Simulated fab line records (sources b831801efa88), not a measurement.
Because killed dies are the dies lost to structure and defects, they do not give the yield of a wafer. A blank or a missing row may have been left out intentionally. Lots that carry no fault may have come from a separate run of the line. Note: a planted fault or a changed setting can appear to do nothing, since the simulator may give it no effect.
Which of the tools did it? | flow sky130 | 10 lots with 30 wafers sampled at 4 steps, on a route of 708 steps

## WHAT THE GAUGES READ, wafer by wafer
SKY_VT_ADJUST_NCORE_CD_MEAS_07: the cd target is 380 nm.
lot  | measured     | on        | cd nm (nm)
L280 | day 8 17:28  | cd sem-02 | 381.2 376.5 379.1
L282 | day 9 01:33  | cd sem-01 | 381.0 381.4 378.7
L284 | day 9 19:33  | cd sem-02 | 379.0 377.7 375.8
L286 | day 10 05:08 | cd sem-01 | - - -
L287 | day 10 14:15 | cd sem-01 | - - -
L296 | day 13 05:31 | cd sem-01 | 379.6 377.3 378.7
L298 | day 14 01:31 | cd sem-02 | 381.3 380.8 377.7
L299 | day 14 05:18 | cd sem-02 | 377.7 380.9 381.3
L300 | day 14 16:03 | cd sem-02 | 383.2 382.8 380.9
L303 | day 15 10:39 | cd sem-02 | 377.9 380.6 382.1

## TOOL THAT RAN EACH LOT (tool first, then ch and the chambers of the sampled wafers, then the start)
lot  | SKY_NWELL_RTA_28                 | SKY_VT_ADJUST_LVTN_STRIP_20          | SKY_VT_ADJUST_NCORE_COAT_02
L280 | rtp anneal-01 ch 0, day 5 11:04  | plasma asher-02 ch 0,1, day 7 20:53  | litho track-04 ch 0, day 8 06:51
L282 | rtp anneal-01 ch 0, day 5 17:11  | plasma asher-02 ch 0,1, day 8 05:16  | litho track-04 ch 0, day 8 15:29
L284 | rtp anneal-02 ch 0, day 6 09:03  | plasma asher-02 ch 0,1, day 8 21:13  | litho track-03 ch 0, day 9 08:01
L286 | rtp anneal-02 ch 0, day 6 17:02  | plasma asher-02 ch 0, day 9 06:39    | litho track-03, day 9 17:31
L287 | rtp anneal-02 ch 0, day 6 23:35  | plasma asher-03 ch 0,1, day 9 15:45  | litho track-03, day 10 02:23
L296 | rtp anneal-02 ch 0, day 9 08:17  | plasma asher-03 ch 0,1, day 12 04:49 | litho track-04 ch 0, day 12 16:51
L298 | rtp anneal-01 ch 0, day 10 00:59 | plasma asher-04 ch 0,1, day 12 23:57 | litho track-03 ch 0, day 13 12:37
L299 | rtp anneal-02 ch 0, day 10 04:40 | plasma asher-02 ch 0, day 13 03:55   | litho track-02 ch 0, day 13 16:41
L300 | rtp anneal-01 ch 0, day 10 12:50 | plasma asher-02 ch 0,1, day 13 14:00 | litho track-03 ch 0, day 14 02:29
L303 | rtp anneal-02 ch 0, day 11 04:57 | plasma asher-02 ch 0, day 14 08:04   | litho track-03 ch 0, day 14 21:17
- SKY_NWELL_RTA_28: time 30 s.
- SKY_VT_ADJUST_LVTN_STRIP_20: strips in O2/N2.
- SKY_VT_ADJUST_NCORE_COAT_02: resist thk 1140 nm.

## THE ANSWER, worked out from the rows above alone
Rule: usual is defined by the lots themselves. The widest of any qualifying gaps counts: lots, ordered by their means at a reading, are off when they make up no more than a third of the lots, leave a main group of 4 or more, and stand apart from it by 3 or more times the standard deviation of that group's means. If all means in a main group match to the digits the tables above print for the reading, that group is not used. A lot without any number at a reading at which 4 lots or more have one is off too. Any other lot the step has rows for is counted as sound.
Off: L286, L287 (SKY_VT_ADJUST_NCORE_CD_MEAS_07, cd nm). Without a number there: L286, L287. The main group: mean 379.7 nm, standard deviation 1.3.
If a tool, at a process step before that reading, ran all the lots that are off and no sound lot after the first of them, it fits. Those tools and the gauges at SKY_VT_ADJUST_NCORE_CD_MEAS_07 are tried in the same way. None of those tried fits.

## WHAT THE SIMULATOR HAD PUT IN
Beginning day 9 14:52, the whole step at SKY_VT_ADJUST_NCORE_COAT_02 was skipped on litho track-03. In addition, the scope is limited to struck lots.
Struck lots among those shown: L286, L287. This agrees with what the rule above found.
